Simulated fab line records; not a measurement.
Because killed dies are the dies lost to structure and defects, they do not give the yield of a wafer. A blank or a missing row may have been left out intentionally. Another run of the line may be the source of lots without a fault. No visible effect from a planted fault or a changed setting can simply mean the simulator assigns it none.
The tool behind it: which one? + flow gf180mcu + 39 wafers from 13 lots sampled at 4 of the route's 602 steps

## WHAT THE GAUGES READ, wafer by wafer
GF_V1_THK_MEAS_25: measures by xrf.
| lot  | measured     | on            | V1_W_THK (nm) |
|------|--------------|---------------|---------------|
| L541 | day 18 23:29 | film-metro-01 | 362 364 360   |
| L542 | day 19 06:53 | film-metro-03 | 373 371 373   |
| L543 | day 19 15:25 | film-metro-01 | 365 370 368   |
| L544 | day 19 23:25 | film-metro-01 | 370 370 376   |
| L546 | day 20 16:24 | film-metro-03 | 367 369 370   |
| L547 | day 21 06:50 | film-metro-01 | 370 371 375   |
| L548 | day 21 15:08 | film-metro-03 | 375 376 374   |
| L550 | day 22 07:27 | film-metro-03 | 369 370 371   |
| L551 | day 22 14:59 | film-metro-03 | 363 354 360   |
| L552 | day 22 17:35 | film-metro-01 | 365 369 365   |
| L556 | day 24 06:07 | film-metro-03 | 373 370 373   |
| L562 | day 26 03:47 | film-metro-04 | 373 366 365   |
| L563 | day 26 11:41 | film-metro-04 | 366 363 363   |

GF_M2_CD_MEAS_14 targets a cd of 280 nm.
| lot  | measured     | on        | cd-nm (nm)        |
|------|--------------|-----------|-------------------|
| L541 | day 20 01:13 | cd-sem-02 | 281.4 280.0 279.3 |
| L542 | day 20 08:15 | cd-sem-02 | 281.6 282.7 283.0 |
| L543 | day 20 16:11 | cd-sem-02 | 279.6 280.3 280.7 |
| L544 | day 21 00:28 | cd-sem-02 | 278.9 278.7 278.2 |
| L546 | day 21 16:38 | cd-sem-02 | 281.8 282.2 281.7 |
| L547 | day 22 07:13 | cd-sem-02 | 280.8 281.7 281.0 |
| L548 | day 22 15:44 | cd-sem-01 | 280.5 279.9 281.3 |
| L550 | day 23 07:29 | cd-sem-02 | 278.8 278.1 279.0 |
| L551 | day 23 14:32 | cd-sem-01 | 280.7 279.0 280.8 |
| L552 | day 23 18:05 | cd-sem-02 | 281.2 280.9 282.5 |
| L556 | day 25 05:38 | cd-sem-01 | 280.7 279.0 278.6 |
| L562 | day 27 02:07 | cd-sem-01 | 271.0 270.2 271.8 |
| L563 | day 27 08:26 | cd-sem-02 | 269.8 269.5 269.4 |

GF_M2_OVL_MEAS_15.
| lot  | measured     | on         | M2_OVL (nm) |
|------|--------------|------------|-------------|
| L541 | day 20 01:20 | overlay-02 | 4 6 6       |
| L542 | day 20 08:22 | overlay-01 | -3 -11 -7   |
| L543 | day 20 16:18 | overlay-01 | -4 -1 -7    |
| L544 | day 21 00:34 | overlay-01 | -1 -2 6     |
| L546 | day 21 16:44 | overlay-02 | 4 0 -6      |
| L547 | day 22 07:20 | overlay-01 | 7 6 -4      |
| L548 | day 22 15:51 | overlay-01 | -3 -12 -6   |
| L550 | day 23 07:35 | overlay-02 | -3 10 2     |
| L551 | day 23 14:38 | overlay-01 | 13 4 5      |
| L552 | day 23 18:12 | overlay-01 | 3 -1 7      |
| L556 | day 25 05:44 | overlay-01 | -2 -1 0     |
| L562 | day 27 02:13 | overlay-02 | -8 -8 -1    |
| L563 | day 27 08:32 | overlay-02 | 4 -1 5      |

## EACH LOT AND THE TOOL THAT RAN IT (in order: tool; ch and the chambers of the sampled wafers; start)
| lot  | GF_M2_SOFTBAKE_10                 |
|------|-----------------------------------|
| L541 | litho-track-04 ch 0, day 19 12:04 |
| L542 | litho-track-01 ch 0, day 19 19:35 |
| L543 | litho-track-02 ch 0, day 20 03:58 |
| L544 | litho-track-02 ch 0, day 20 11:31 |
| L546 | litho-track-01 ch 0, day 21 05:12 |
| L547 | litho-track-04 ch 0, day 21 19:22 |
| L548 | litho-track-04 ch 0, day 22 04:10 |
| L550 | litho-track-04 ch 0, day 22 19:38 |
| L551 | litho-track-02 ch 0, day 23 03:14 |
| L552 | litho-track-01 ch 0, day 23 06:17 |
| L556 | litho-track-04 ch 0, day 24 18:02 |
| L562 | litho-track-04 ch 0, day 26 15:02 |
| L563 | litho-track-04 ch 0, day 26 22:26 |
- GF_M2_SOFTBAKE_10: time 60 s.

## WHAT THE TOOLS THEMSELVES READ (means of the sampled wafers that have a number; where no wafer has one, the mark that the record gives instead)
GF_M2_SOFTBAKE_10.
| lot  | tool           | heater-power-total-W (W) | plate-temp-C (C) | resist-line-temp-C (C) |
|------|----------------|--------------------------|------------------|------------------------|
| L541 | litho-track-04 | 93.11                    | 130.01           | 23.00                  |
| L542 | litho-track-01 | 93.09                    | 129.85           | 23.01                  |
| L543 | litho-track-02 | 93.00                    | 130.06           | 23.02                  |
| L544 | litho-track-02 | 93.03                    | 129.91           | 23.04                  |
| L546 | litho-track-01 | 93.00                    | 129.89           | 23.05                  |
| L547 | litho-track-04 | 93.01                    | 129.98           | 23.05                  |
| L548 | litho-track-04 | 93.05                    | 129.88           | 23.02                  |
| L550 | litho-track-04 | 93.12                    | 130.16           | 23.03                  |
| L551 | litho-track-02 | 93.08                    | 130.11           | 23.09                  |
| L552 | litho-track-01 | 93.04                    | 130.13           | 23.11                  |
| L556 | litho-track-04 | 93.05                    | 130.19           | 22.88                  |
| L562 | litho-track-04 | 96.53                    | 133.56           | 23.15                  |
| L563 | litho-track-04 | 96.56                    | 133.62           | 23.00                  |

## THE ANSWER, worked out from the rows above alone
Rule: the lots themselves supply what counts as usual. The widest of any qualifying gaps counts: lots, ordered by their means at a reading, are off when they make up no more than a third of the lots, leave a main group of 4 or more, and stand apart from it by 3 or more times the standard deviation of that group's means. A main group whose means are all the same, to the digits that the tables above print for the reading, isn't used. Also off: a lot with no number at a reading for which 4 or more lots have one. Where the step has rows for the other lots, those lots are counted as sound. After the gauges, taken in route order, come the tools' own readings; for these a lot's mean is taken, as printed above. At the first step where some lot is off, the reading lying furthest off is the one used; lots without a number count as furthest.
Off: L562, L563 (GF_M2_CD_MEAS_14, cd-nm). For the main group the mean is 280.4 nm and the standard deviation 1.2.
If a tool, at a process step before that reading, ran all the lots that are off and no sound lot after the first of them, it fits. The gauges at GF_M2_CD_MEAS_14 aren't tried: what is off there is off at GF_M2_SOFTBAKE_10 too, on other tools, and a gauge's error can't cause that. One fits: GF_M2_SOFTBAKE_10 on litho-track-04. Its last sound lot is L556 (day 24 18:02), its first lot that is off L562 (day 26 15:02): a fault that began between those two fits.
The tool's own readings at GF_M2_SOFTBAKE_10 bear it out: on the lots that are off they differ by more than 5 times the standard deviation of the sound lots' means. heater-power-total-W reads 96.55 W there against 93.05 W on the sound lots; plate-temp-C reads 133.59 C there against 130.02 C on the sound lots.

## WHAT THE SIMULATOR HAD PUT IN
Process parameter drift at GF_M2_SOFTBAKE_10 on litho-track-04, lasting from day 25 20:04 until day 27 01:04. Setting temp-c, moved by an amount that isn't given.
Struck lots among those shown: L562, L563. The rule above reached the same finding.
